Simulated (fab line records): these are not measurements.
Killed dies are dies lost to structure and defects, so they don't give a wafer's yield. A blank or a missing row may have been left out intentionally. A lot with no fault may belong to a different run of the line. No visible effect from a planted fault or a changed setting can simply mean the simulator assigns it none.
Which tool did it? ; flow gf180mcu ; 6 lots with 18 wafers sampled at 2 steps, on a route of 602 steps

## WHAT THE GAUGES READ, wafer by wafer
GF_HV_LDD_OVL_MEAS_08.
lot;measured;on;HV_LDD_OVL (nm)
L697;day 10 08:34;overlay-02;1.8 2.9 3.2
L699;day 10 21:31;overlay-01;-0.4 0.0 0.6
L702;day 11 18:07;overlay-01;0.4 -0.4 0.8
L706;day 13 02:13;overlay-01;1.1 0.2 1.5
L714;day 15 13:28;overlay-02;3.0 1.5 1.7
L718;day 16 21:13;overlay-02;1.3 1.5 2.0

## TOOL THAT RAN EACH LOT (tool first, then ch and the chambers of the sampled wafers, then the start)
lot;GF_LVPWELL_EXPOSE_04
L697;iline_stepper-01 ch 0, day 3 21:13
L699;iline_stepper-02 ch 0, day 4 05:55
L702;iline_stepper-02 ch 0, day 4 23:54
L706;iline_stepper-02 ch 0, day 5 23:50
L714;iline_stepper-01 ch 0, day 7 17:32
L718;iline_stepper-01 ch 0, day 8 17:47
- GF_LVPWELL_EXPOSE_04: exposes mask LVPWELL, target cd 600 nm.

## THE ANSWER, worked out from the rows above alone
Rule: usual is defined by the lots themselves. Put in order of their means at a reading, lots are off if they are a third of the lots or fewer, leave a main group of 4 or more, and stand apart from it by a gap of 3 or more times the standard deviation of the main group's means; of several such gaps the widest counts. If all means in a main group match to the digits the tables above print for the reading, that group is not used. A lot without any number at a reading at which 4 lots or more have one is off too. Where the step has rows for the other lots, those lots are counted as sound.
None of the lots is off at any reading shown; this tells nothing.

## WHAT HAD BEEN PUT IN BY THE SIMULATOR
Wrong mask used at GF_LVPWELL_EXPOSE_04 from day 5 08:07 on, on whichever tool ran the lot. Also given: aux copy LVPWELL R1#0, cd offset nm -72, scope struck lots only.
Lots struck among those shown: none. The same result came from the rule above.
